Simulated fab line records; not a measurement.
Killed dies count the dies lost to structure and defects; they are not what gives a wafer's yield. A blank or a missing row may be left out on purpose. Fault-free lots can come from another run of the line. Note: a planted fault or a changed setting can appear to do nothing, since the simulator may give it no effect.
One fault seen from 2 desks :: flow gf180mcu :: numbers are kept per desk, each desk with only its own; the story behind them comes last

## AT THE TOOL OWNER'S DESK: implanter-04
The tool's own readings at GF_MVPSD_IMPLANT_09, given as means over the sampled wafers that have a number, one for each lot that went through this tool. Marked OUT: a lot whose mean sits more than 4 standard deviations from the usual mean, which makes it out of limits; the brackets give that distance.
Columns: A = beamOnS at GF_MVPSD_IMPLANT_09, usual 10.01 s; B = doseIonsCm2 at GF_MVPSD_IMPLANT_09, usual 5e+12; C = faradayCurrentUA at GF_MVPSD_IMPLANT_09, usual 28.2
lot: L360
first seen here: day 6 06:31
A: 9.97
B: 5e+12
C: 28.3

lot: L364
first seen here: day 7 08:04
A: 9.83
B: 5e+12
C: 28.7

lot: L368
first seen here: day 8 09:07
A: 10.23
B: 5e+12
C: 27.5

lot: L376
first seen here: day 10 04:40
A: 7.76 (-9.8) OUT
B: 5e+12
C: 36.4 (+13) OUT

lot: L377
first seen here: day 10 12:25
A: 8.03 (-8.6) OUT
B: 5e+12
C: 35.2 (+11) OUT
Finding of this desk: L376, L377 out of limits; the first was L376 at day 10 04:40, on beamOnS at GF_MVPSD_IMPLANT_09. Within limits: L360, L364, L368.

## METROLOGY DESK
Means of the sampled wafers that have a number, per lot and without regard to the tool the lot ran on: this is what the gauges read. Marked OUT: a lot whose mean sits more than 4 standard deviations from the usual mean, which makes it out of limits; the brackets give that distance.
Columns: A = VT_IMPLANT_2_TW at GF_VT_IMPLANT_TW_MEAS_21, usual 1218; B = MVPSD_RS at GF_VT_IMPLANT_RS_MEAS_49, usual 1169 ohm/sq
lot: L355
first seen here: day 6 06:58
A: 1213
B: 1167

lot: L357
first seen here: day 6 17:37
A: 1216
B: 1170

lot: L359
first seen here: day 7 09:43
A: 1205
B: 1166

lot: L360
first seen here: day 7 14:13
A: 1204
B: 1170

lot: L364
first seen here: day 8 16:29
A: 1240
B: 1166

lot: L366
first seen here: day 9 04:59
A: 1210
B: 1167

lot: L368
first seen here: day 9 18:13
A: 1211
B: 1169

lot: L369
first seen here: day 10 00:23
A: 1213
B: 1166

lot: L372
first seen here: day 10 16:25
A: 1209
B: 1172

lot: L376
first seen here: day 11 17:34
A: 1206
B: 1231 (+20) OUT

lot: L377
first seen here: day 12 00:23
A: 1237
B: 1219 (+16) OUT

lot: L378
first seen here: day 12 09:08
A: 1207
B: 1168
This desk's result: L376, L377 out of limits, first on L376 (MVPSD_RS at GF_VT_IMPLANT_RS_MEAS_49), day 13 09:31. Within limits: L355, L357, L359, L360, L364, L366, L368, L369, L372, L378.

## PUT TOGETHER
At day 10 04:40, on L376, L377, the tool owner's desk was in a position to raise an alarm.
The metrology desk could have raised an alarm at day 13 09:31, on L376, L377.
On implanter-04, each named lot ran GF_MVPSD_IMPLANT_09.

## WHAT THE SIMULATOR HAD PUT IN
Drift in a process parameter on implanter-04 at GF_MVPSD_IMPLANT_09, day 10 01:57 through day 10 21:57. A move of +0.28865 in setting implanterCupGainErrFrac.
Shown lots that were struck: L376, L377.
Delay (hours) between the fault's onset and each desk's first out-of-limits reading: 3 at the tool owner's desk, 80 at the metrology desk.
